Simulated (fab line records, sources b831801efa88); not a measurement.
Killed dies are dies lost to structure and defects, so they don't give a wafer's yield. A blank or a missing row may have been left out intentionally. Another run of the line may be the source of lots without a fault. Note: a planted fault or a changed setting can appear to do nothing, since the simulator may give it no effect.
fab line records    flow sky130
[record] lots = 12  wafers = 36  lastDay = 50
route steps=708 shown NWELL@81 VT_ADJUST_LVTN@104 LDD_HVP@286 SPACER@305
lots that met no fault: taken from a fault-free run of the same line
startH: hours from the record's opening day to when the first of the lot's shown wafers began    waitH: how many hours have passed since the lot's step before this one    " the same as in the row above    L1.1+2: a row that stands for several wafers    - no value, or no start was given    * or withheld: withheld    < > ~ a bound
route shown NAME@n: names a module that has steps shown in the file, with the first one's number in the route    usual: mean and standard deviation over wafers with no fault    same: alike in all rows    chamber/n: place in a boat    sites: readings site by site    _std_site: the standard deviation of these    _edge_site: outer sites' mean less inner sites'    radiusMm: how far each site lies from the wafer's centre    mask NAME#n: copy n    behind: the tool/chamber that last shaped the wafer    hold: what put the lot on hold/how long, in hours/how the hold closed    device: which transistor (n, p or np) failed to switch    end of line: the tests these same wafers got at the end of their route    for a step that has no rows: nothing shown but its recipe    killed: at the first sort, the dies lost to defects and structure; wafer yield is something else    map: a wafer's dies, x killed, . not, _ none there
set.NAME: the setting the step ran with; set.NAME@STEP: the setting that earlier step ran with    model.NAME: the simulator's own value behind a step, which no gauge read
steps of the route over a sample of lots; a table a step, a row a wafer
services: from which hour (startH, from the record's first day; less than 0 if before it) a tool's chamber was out of use, for how many hours, and why
[[steps]]
[step SKY_NWELL_RTA_28]
[recipe] tempC = 1050  timeS = 30  idleTempC = 650  rampUpCPerS = 150  rampDownCPerS = 90  ambient = N2
[usual] lampPowerPct = 25.30/0.051  wafer_temp_C_max = 1054.8/0.95
lot.wafer  tool          chamber  startH  waitH  lampPowerPct  wafer_temp_C_max
L469.1     rtpAnneal-02  0        107.52  0.0    25.35         1053.9
L469.3     "             0        "       "      25.25         1056.1
L469.6     "             0        "       "      25.21         1054.5
L472.1     rtpAnneal-02  0        123.19  0.0    25.33         1054.3
L472.4     "             0        "       "      25.26         1053.9
L472.5     "             0        "       "      25.38         1054.5
L473.1     rtpAnneal-02  0        130.74  0.0    25.37         1054.5
L473.2     "             0        "       "      25.35         1054.4
L473.3     "             0        "       "      25.34         1053.8
L474.2     rtpAnneal-02  0        136.29  0.0    25.37         1054.3
L474.5     "             0        "       "      25.27         1055.8
L474.6     "             0        "       "      25.34         1057.1
L475.3     rtpAnneal-01  0        140.31  0.0    25.28         1053.4
L475.4     "             0        "       "      25.27         1054.5
L475.6     "             0        "       "      25.31         1055.7
L477.1     rtpAnneal-01  0        169.45  0.0    25.25         1053.5
L477.2     "             0        "       "      25.32         1056.0
L477.4     "             0        "       "      25.36         1054.4
L480.1     rtpAnneal-02  0        179.18  0.0    25.35         1053.8
L480.5     "             0        "       "      25.32         1054.3
L480.6     "             0        "       "      25.30         1055.5
L481.1     rtpAnneal-01  0        179.25  0.0    25.42         1054.3
L481.5     "             0        "       "      25.33         1055.6
L481.6     "             0        "       "      25.27         1054.8
L482.4     rtpAnneal-02  0        184.10  0.1    25.26         1055.3
L482.5     "             0        "       "      25.13         1055.6
L482.6     "             0        "       "      25.30         1056.3
L485.2     rtpAnneal-01  0        204.24  0.0    25.29         1054.8
L485.3     "             0        "       "      25.36         1054.7
L485.5     "             0        "       "      25.36         1054.7
L490.1     rtpAnneal-02  0        235.48  0.0    25.25         1056.0
L490.2     "             0        "       "      25.27         1055.0
L490.5     "             0        "       "      25.40         1054.4
L491.2     rtpAnneal-01  0        237.91  0.0    25.22         1055.0
L491.3     "             0        "       "      25.28         1053.7
L491.5     "             0        "       "      25.39         1055.7
[step SKY_VT_ADJUST_LVTN_OVL_MEAS_07]
[usual] VT_ADJUST_LVTN_OVL = -0.2/1.2
lot.wafer  tool        chamber  startH  waitH  VT_ADJUST_LVTN_OVL[nm]
L469.1     overlay-01  -        145.57  -      -0.5
L469.3     "           -        "       "      0.0
L469.6     "           -        "       "      0.0
L472.1     overlay-02  -        162.77  -      0.4
L472.4     "           -        "       "      -0.3
L472.5     "           -        "       "      1.5
L473.1     overlay-01  -        170.80  -      -0.9
L473.2     "           -        "       "      -0.9
L473.3     "           -        "       "      -0.4
L474.2     overlay-02  -        177.98  -      0.4
L474.5     "           -        "       "      0.4
L474.6     "           -        "       "      0.7
L475.3     overlay-02  -        181.41  -      1.3
L475.4     "           -        "       "      0.5
L475.6     "           -        "       "      -0.7
L477.1     overlay-02  -        212.65  -      0.2
L477.2     "           -        "       "      -1.3
L477.4     "           -        "       "      -1.1
L480.1     overlay-02  -        222.88  -      2.2
L480.5     "           -        "       "      0.6
L480.6     "           -        "       "      2.3
L481.1     overlay-01  -        223.87  -      0.8
L481.5     "           -        "       "      -1.6
L481.6     "           -        "       "      1.3
L482.4     overlay-01  -        228.44  -      -0.3
L482.5     "           -        "       "      -1.2
L482.6     "           -        "       "      1.5
L485.2     overlay-01  -        250.24  -      -2.6
L485.3     "           -        "       "      -2.3
L485.5     "           -        "       "      -0.7
L490.1     overlay-02  -        285.22  -      1.2
L490.2     "           -        "       "      -0.9
L490.5     "           -        "       "      -0.6
L491.2     overlay-01  -        288.26  -      -1.8
L491.3     "           -        "       "      0.3
L491.5     "           -        "       "      0.9
[step SKY_LDD_HVP_IMPLANT_08]
[recipe] species = B  energyKev = 20  doseCm2 = 1.7e+13  tiltDeg = 17.9
[usual] doseIonsCm2 = 1.6999e+13/2.2e+10  faradayCurrentUA = 96.2/2
lot.wafer  tool          chamber  startH  waitH  doseIonsCm2  faradayCurrentUA
L469.1     implanter-01  0        507.11  0.0    1.6997e+13   96.4
L469.3     "             0        "       "      1.6999e+13   99.2
L469.6     "             0        "       "      1.6997e+13   96.4
L472.1     implanter-01  0        529.94  0.0    1.7027e+13   96.7
L472.4     "             0        "       "      1.7013e+13   96.3
L472.5     "             0        "       "      1.6997e+13   94.7
L473.1     implanter-03  0        544.69  0.0    1.7029e+13   98.3
L473.2     "             0        "       "      1.7027e+13   95.1
L473.3     "             0        "       "      1.7039e+13   97.2
L474.2     implanter-01  0        551.16  0.0    1.6999e+13   99.3
L474.5     "             0        "       "      1.6998e+13   96.3
L474.6     "             0        "       "      1.6957e+13   100.1
L475.3     implanter-02  0        561.86  0.1    1.6995e+13   96.2
L475.4     "             0        "       "      1.6996e+13   94.5
L475.6     "             0        "       "      1.6987e+13   96.5
L477.1     implanter-02  0        600.67  0.0    1.6989e+13   96.1
L477.2     "             0        "       "      1.6981e+13   96.9
L477.4     "             0        "       "      1.7016e+13   95.1
L481.1     implanter-02  0        615.41  0.0    2.4189e+13   137.0
L481.5     "             0        "       "      2.4142e+13   136.7
L481.6     "             0        "       "      2.4201e+13   133.9
L480.1     implanter-02  0        617.61  0.0    2.4136e+13   134.3
L480.5     "             0        "       "      2.413e+13    134.1
L480.6     "             0        "       "      2.4145e+13   131.6
L482.4     implanter-02  0        621.08  0.1    2.4145e+13   139.3
L482.5     "             0        "       "      2.4178e+13   134.6
L482.6     "             0        "       "      2.4183e+13   138.2
L485.2     implanter-01  0        644.63  0.0    1.6997e+13   94.5
L485.3     "             0        "       "      1.6996e+13   93.8
L485.5     "             0        "       "      1.7003e+13   99.0
L490.1     implanter-03  0        685.93  0.0    1.7014e+13   96.9
L490.2     "             0        "       "      1.6995e+13   96.5
L490.5     "             0        "       "      1.6997e+13   95.6
L491.2     implanter-03  0        690.11  0.0    1.6983e+13   98.3
L491.3     "             0        "       "      1.7e+13      94.6
L491.5     "             0        "       "      1.7011e+13   97.2
[step SKY_LDD_HVP_TW_MEAS_10]
[usual] LDD_HVP_TW = 457.5/2.3
lot.wafer  tool          chamber  startH  waitH  hold                     LDD_HVP_TW
L469.1     filmMetro-03  -        507.36  0.1    -                        455.7
L469.3     "             -        "       "      -                        458.8
L469.6     "             -        "       "      -                        454.0
L472.1     filmMetro-02  -        530.19  0.1    -                        459.7
L472.4     "             -        "       "      -                        461.6
L472.5     "             -        "       "      -                        462.3
L473.1     filmMetro-04  -        544.94  0.1    -                        458.4
L473.2     "             -        "       "      -                        462.8
L473.3     "             -        "       "      -                        458.3
L474.2     filmMetro-02  -        551.39  0.1    -                        456.5
L474.5     "             -        "       "      -                        459.2
L474.6     "             -        "       "      -                        459.6
L475.3     filmMetro-03  -        562.08  0.1    -                        453.6
L475.4     "             -        "       "      -                        454.0
L475.6     "             -        "       "      -                        456.2
L477.1     filmMetro-02  -        600.92  0.1    -                        461.0
L477.2     "             -        "       "      -                        456.1
L477.4     "             -        "       "      -                        458.3
L481.1     filmMetro-03  -        615.66  0.1    awaitDispo/0.2h/release  506.6
L481.5     "             -        "       "      awaitDispo/0.2h/release  506.1
L481.6     "             -        "       "      awaitDispo/0.2h/release  507.1
L481.1     filmMetro-03  -        615.88  0.2    -                        509.6
L481.5     "             -        "       "      -                        507.1
L481.6     "             -        "       "      -                        511.6
L480.1     filmMetro-04  -        617.86  0.1    awaitDispo/0.2h/release  510.8
L480.5     "             -        "       "      awaitDispo/0.2h/release  512.0
L480.6     "             -        "       "      awaitDispo/0.2h/release  512.9
L480.1     filmMetro-04  -        618.08  0.2    -                        510.9
L480.5     "             -        "       "      -                        511.7
L480.6     "             -        "       "      -                        511.4
L482.4     filmMetro-02  -        621.29  0.1    awaitDispo/0.2h/release  511.1
L482.5     "             -        "       "      awaitDispo/0.2h/release  510.7
L482.6     "             -        "       "      awaitDispo/0.2h/release  507.8
L482.4     filmMetro-02  -        621.51  0.2    -                        511.1
L482.5     "             -        "       "      -                        511.4
L482.6     "             -        "       "      -                        509.2
L485.2     filmMetro-04  -        644.87  0.1    -                        461.6
L485.3     "             -        "       "      -                        461.8
L485.5     "             -        "       "      -                        461.1
L490.1     filmMetro-02  -        686.18  0.1    -                        457.9
L490.2     "             -        "       "      -                        458.7
L490.5     "             -        "       "      -                        456.1
L491.2     filmMetro-03  -        690.34  0.1    -                        453.6
L491.3     "             -        "       "      -                        454.3
L491.5     "             -        "       "      -                        455.1
[step SKY_SPACER_THK_MEAS_01]
[recipe] reads = Si3N4_of_SPACER_CVD_00
[usual] SPACER_CVD_00_THK = 43.2/0.35
lot.wafer  tool          chamber  startH  waitH  SPACER_CVD_00_THK[nm]
L469.1     filmMetro-01  -        541.37  0.0    43.4
L469.3     "             -        "       "      43.2
L469.6     "             -        "       "      43.6
L472.1     filmMetro-04  -        563.28  0.0    42.5
L472.4     "             -        "       "      43.0
L472.5     "             -        "       "      43.1
L473.1     filmMetro-03  -        577.60  0.0    43.3
L473.2     "             -        "       "      43.4
L473.3     "             -        "       "      43.5
L474.2     filmMetro-04  -        583.94  0.0    42.4
L474.5     "             -        "       "      42.6
L474.6     "             -        "       "      42.6
L475.3     filmMetro-03  -        594.19  0.0    43.4
L475.4     "             -        "       "      43.2
L475.6     "             -        "       "      43.5
L477.1     filmMetro-03  -        632.21  0.0    43.1
L477.2     "             -        "       "      43.0
L477.4     "             -        "       "      43.2
L481.1     filmMetro-04  -        646.93  0.0    43.0
L481.5     "             -        "       "      43.5
L481.6     "             -        "       "      43.2
L480.1     filmMetro-04  -        649.18  0.0    43.1
L480.5     "             -        "       "      43.0
L480.6     "             -        "       "      42.7
L482.4     filmMetro-03  -        652.49  0.0    43.3
L482.5     "             -        "       "      43.4
L482.6     "             -        "       "      42.8
L485.2     filmMetro-03  -        676.46  0.0    43.1
L485.3     "             -        "       "      42.8
L485.5     "             -        "       "      43.0
L490.1     filmMetro-04  -        716.55  0.0    43.0
L490.2     "             -        "       "      43.2
L490.5     "             -        "       "      42.8
L491.2     filmMetro-01  -        720.90  0.0    42.9
L491.3     "             -        "       "      43.1
L491.5     "             -        "       "      43.3
[[services]]
tool          chamber  startH  hours  kind
implanter-03  -        83.66   1.7    repair
implanter-01  -        130.78  0.7    repair
rtpAnneal-01  -        136.13  3.4    pm
implanter-01  -        163.01  1.4    repair
implanter-02  -        182.30  36.3   pm
implanter-03  -        229.54  1.2    repair
implanter-01  -        238.25  0.6    repair
implanter-02  -        241.83  3.1    repair
implanter-03  -        245.28  1.8    repair
implanter-02  -        262.29  5.0    repair
implanter-01  -        385.33  5.9    pm
implanter-01  -        406.94  21.1   repair
implanter-02  -        411.65  3.3    repair
implanter-01  -        421.82  1.1    repair
implanter-01  -        436.08  1.8    repair
rtpAnneal-02  -        465.00  4.2    pm
implanter-02  -        468.66  2.5    repair
implanter-02  -        475.17  2.3    pm
implanter-02  -        536.69  3.2    repair
implanter-02  -        539.89  3.5    pm
implanter-02  -        543.57  1.5    repair
implanter-01  -        543.65  1.1    repair
implanter-01  -        606.50  1.1    repair
implanter-01  -        645.25  0.5    repair
[[key]]
[firstSign] step = SKY_LDD_HVP_IMPLANT_08  reading = doseIonsCm2  direction = up  sigmas = 99+  usual = *  struck = *
[effect] step = SKY_LDD_HVP_IMPLANT_08  reading = faradayCurrentUA  direction = up  sigmas = 19  usual = 96.2  struck = 135.5
[effect] step = SKY_LDD_HVP_TW_MEAS_10  reading = visit  direction = added
[effect] step = SKY_LDD_HVP_TW_MEAS_10  reading = LDD_HVP_TW  direction = up  sigmas = 22  usual = 457.5  struck = 509.5
metAt SKY_LDD_HVP_IMPLANT_08
struckLots L480,L481,L482
testerLeftOut L480,L481,L482
notActingAt SKY_NWELL_RTA_28,SKY_VT_ADJUST_LVTN_OVL_MEAS_07,SKY_SPACER_THK_MEAS_01
onsetBetween 600.67 615.41
[fault] kind = processParameterDrift  tool = implanter-02  chamber = -  onsetH = 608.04  steps = SKY_LDD_HVP_IMPLANT_08  channel = doseCm2  offset = *  shape = step  endH = 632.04  actsIn = *  stated = *
// testerLeftOut: of these lots the tester's yield and bins aren't shown, on N5 and GAA mostly nor the transistor test; their killed dies are dies lost to structure and defects alone, not to doping, threshold or leakage, so they don't give the yield
